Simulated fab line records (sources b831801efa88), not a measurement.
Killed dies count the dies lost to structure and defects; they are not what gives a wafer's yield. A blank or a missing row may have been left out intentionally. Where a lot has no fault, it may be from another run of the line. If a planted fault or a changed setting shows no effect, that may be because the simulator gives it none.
The tool behind it: which one? ; flow sky130 ; 12 lots, 36 wafers sampled, at 4 steps of a route of 708

## WHAT EACH GAUGE READ, for each wafer
SKY_LDD_HVN_TW_MEAS_10. Usual: LDD_HVN_TW 1421, standard deviation 9.6.
lot;measured;on;LDD_HVN_TW;flag
L931;day 20 15:01;film_metro-03;1422 1417 1416;
L932;day 21 00:32;film_metro-03;1415 1408 1413;
L933;day 21 05:21;film_metro-01;1410 1414 1420;
L936;day 22 08:10;film_metro-03;1418 1412 1416;
L941;day 24 03:49;film_metro-01;1417 1421 1411;
L942;day 24 17:56;film_metro-01;1410 1421 1417;
L943;day 24 18:32;film_metro-02;1439 1439 1444;
L944;day 25 05:04;film_metro-02;1439 1437 1436;
L949;day 26 23:17;film_metro-01;1423 1415 1416;
L952;day 27 22:38;film_metro-03;1418 1412 1417;
L953;day 28 00:37;film_metro-02;1433 1433 1435;
L954;day 28 05:22;film_metro-03;1417 1409 1418;

SKY_LI_CONTACT_THK_MEAS_01. Usual: LI_CONTACT_HDPCVD_THK 928 nm, standard deviation 8.
lot;measured;on;LI_CONTACT_HDPCVD_THK (nm);flag
L931;day 28 05:41;film_metro-03;920 934 923;
L932;day 28 13:16;film_metro-03;918 920 921;
L933;day 28 18:55;film_metro-01;922 933 920;
L936;day 29 19:55;film_metro-01;924 925 928;
L941;day 31 11:00;film_metro-01;673 679 917;OFF
L942;day 32 04:07;film_metro-03;686 680 932;OFF
L943;day 32 04:14;film_metro-01;933 928 934;
L944;day 32 12:12;film_metro-02;924 931 924;
L949;day 34 02:04;film_metro-03;922 931 932;
L952;day 34 23:53;film_metro-01;928 933 928;
L953;day 35 00:11;film_metro-03;931 944 923;
L954;day 35 06:53;film_metro-01;913 913 913;

## TOOL THAT RAN EACH LOT (tool first, then ch and the chambers of the sampled wafers, then the start)
lot;SKY_LDD_HVP_STRIP_09;SKY_LI_CONTACT_HDPCVD_00
L931;plasma_asher-01 ch 0, day 21 21:48;hdpcvd-01 ch 1,2, day 28 05:35
L932;plasma_asher-01 ch 0,1, day 22 07:47;hdpcvd-01 ch 0,2, day 28 13:09
L933;plasma_asher-01 ch 0,1, day 22 12:00;hdpcvd-01 ch 0,1,2, day 28 18:48
L936;plasma_asher-04 ch 0,1, day 23 13:54;hdpcvd-02 ch 0,1,2, day 29 19:49
L941;plasma_asher-01 ch 0,1, day 25 09:00;hdpcvd-01 ch 0,2, day 31 10:54
L942;plasma_asher-03 ch 0,1, day 25 23:44;hdpcvd-01 ch 0,2, day 32 04:00
L943;plasma_asher-01 ch 0,1, day 26 00:23;hdpcvd-02 ch 0,1,2, day 32 04:07
L944;plasma_asher-03 ch 0,1, day 26 10:51;hdpcvd-02 ch 0,2, day 32 12:05
L949;plasma_asher-01 ch 1, day 28 03:51;hdpcvd-02 ch 0,2, day 34 01:58
L952;plasma_asher-01 ch 1, day 29 03:12;hdpcvd-02 ch 0,2, day 34 23:47
L953;plasma_asher-04 ch 0,1, day 29 05:03;hdpcvd-01 ch 1,2, day 35 00:05
L954;plasma_asher-03 ch 0,1, day 29 09:39;hdpcvd-01 ch 0,1, day 35 06:47
- SKY_LDD_HVP_STRIP_09: strips in O2/N2.
- SKY_LI_CONTACT_HDPCVD_00: deposits PSG, target thk 930 nm, time 155 s.

## WHAT THE TOOLS THEMSELVES READ (means of the sampled wafers that have a number; where no wafer has one, the mark that the record gives instead)
SKY_LDD_HVP_STRIP_09. Usual: drypump_motor_current_A 5.4 A, standard deviation 0.44; oes_product_au 0.408 a.u., standard deviation 0.0045; strip_time_to_endpoint_s 4.138 s, standard deviation 0.015.
lot;tool;drypump_motor_current_A (A);oes_product_au (a.u.);strip_time_to_endpoint_s (s);flag
L931;plasma_asher-01;4.8;0.404;4.163;
L932;plasma_asher-01;5.2;0.406;4.144;
L933;plasma_asher-01;5.0;0.407;4.135;
L936;plasma_asher-04;5.2;0.410;4.123;
L941;plasma_asher-01;5.2;0.404;4.148;
L942;plasma_asher-03;6.0;0.405;4.128;
L943;plasma_asher-01;5.0;0.402;4.129;
L944;plasma_asher-03;6.0;0.408;4.131;
L949;plasma_asher-01;5.4;0.406;4.129;
L952;plasma_asher-01;5.4;0.406;4.134;
L953;plasma_asher-04;5.2;0.407;4.130;
L954;plasma_asher-03;6.0;0.408;4.148;

## THE ANSWER, worked out from the rows above alone
Rule: a lot counts as off when the mean over its wafers that have a number is more than 3 standard deviations away from the usual mean. Also off: a lot with no number at a reading for which 4 or more lots have one. Any other lot the step has rows for is counted as sound. First the gauges in route order, then the tools' own readings, where a lot's mean is used as printed above. At the first step where some lot is off, the reading lying furthest off is the one used; lots without a number count as furthest.
Off: at SKY_LI_CONTACT_THK_MEAS_01 (LI_CONTACT_HDPCVD_THK), L941, L942.
A tool fits if, at a process step before that reading, it ran every lot that is off, and no sound lot after the first of them. Those tools and the gauges at SKY_LI_CONTACT_THK_MEAS_01 are tried in the same way. None of those tried fits.

## WHAT WAS PUT IN BY THE SIMULATOR
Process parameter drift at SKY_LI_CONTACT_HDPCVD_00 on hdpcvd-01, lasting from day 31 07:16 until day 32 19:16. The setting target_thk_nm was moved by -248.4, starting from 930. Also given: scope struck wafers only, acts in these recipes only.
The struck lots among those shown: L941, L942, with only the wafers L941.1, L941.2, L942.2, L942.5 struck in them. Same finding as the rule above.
